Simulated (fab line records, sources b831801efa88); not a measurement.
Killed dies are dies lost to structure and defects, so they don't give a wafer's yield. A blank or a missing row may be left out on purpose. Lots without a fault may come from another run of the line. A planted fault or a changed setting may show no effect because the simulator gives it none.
One fault seen from 2 desks | flow sky130 | each desk has only its own numbers; what lay behind them comes last

THE TOOL OWNER'S DESK: implanter-01
The tool's own readings at SKY_PWDE_IMPLANT_08: means of the sampled wafers that have a number, for each lot that ran on this tool. A lot is out of limits, marked OUT, if its mean lies more than 4 standard deviations from the usual mean; the brackets give that distance.
Columns: A = dose_ions_cm2 at SKY_PWDE_IMPLANT_08, usual 3.6e+12
lot  | first seen here | A
L881 | day 4 14:48     | 3.6e+12
L885 | day 5 13:35     | 3.6e+12
L886 | day 5 17:24     | 3.6e+12
L887 | day 5 20:11     | 3.6e+12
L889 | day 6 08:11     | 3.5e+12 (-29) OUT
L893 | day 7 14:42     | 3.5e+12 (-28) OUT
This desk's finding: out of limits on L889, L893; first on L889, day 6 08:11 (dose_ions_cm2 at SKY_PWDE_IMPLANT_08). In limits: L881, L885, L886, L887.

THE METROLOGY DESK
What the gauges read, lot by lot, whatever tool the lot ran on: means of the sampled wafers that have a number. A lot is out of limits, marked OUT, if its mean lies more than 4 standard deviations from the usual mean; the brackets give that distance.
Columns: A = FIELD_ISO_OXIDATION_00_THK at SKY_FIELD_ISO_THK_MEAS_02, usual 12.04 nm; B = PWDE_TW at SKY_PWDE_TW_MEAS_10, usual 373.1; C = PWDE_RS at SKY_NWELL_RS_MEAS_31, usual 5279 ohm/sq
lot  | first seen here | A     | B     | C
L878 | day 1 11:38     | 11.82 | 374.4 | 5284
L880 | day 1 21:56     | 11.96 | 372.2 | 5258
L881 | day 2 02:41     | 12.00 | 372.2 | 5280
L884 | day 2 17:38     | 12.21 | 370.9 | 5282
L885 | day 2 22:40     | 12.22 | 376.3 | 5273
L886 | day 3 04:46     | 12.49 | 373.7 | 5278
L887 | day 3 08:56     | 11.96 | 374.7 | 5253
L888 | day 3 13:38     | 11.86 | 374.1 | 5280
L889 | day 3 20:05     | 11.84 | 370.8 | 5421 (+7.9) OUT
L893 | day 4 15:11     | 11.80 | 368.3 | 5426 (+8.2) OUT
L901 | day 6 06:38     | 11.95 | 371.4 | 5292
This desk's finding: out of limits on L889, L893; first on L889, day 7 23:46 (PWDE_RS at SKY_NWELL_RS_MEAS_31). In limits: L878, L880, L881, L884, L885, L886, L887, L888, L901.

PUT TOGETHER
The tool owner's desk could have raised an alarm at day 6 08:11, on L889, L893.
The metrology desk could have raised an alarm at day 7 23:46, on L889, L893.
Of the lots named, all ran SKY_PWDE_IMPLANT_08 on implanter-01.

WHAT THE SIMULATOR HAD PUT IN
Process parameter drift: implanter-01, from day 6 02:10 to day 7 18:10, at SKY_PWDE_IMPLANT_08. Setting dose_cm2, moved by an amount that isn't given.
Lots struck among those shown: L889, L893.
Hours from the fault's start to each desk's first reading out of limits: the tool owner's desk, 6; the metrology desk, 46.
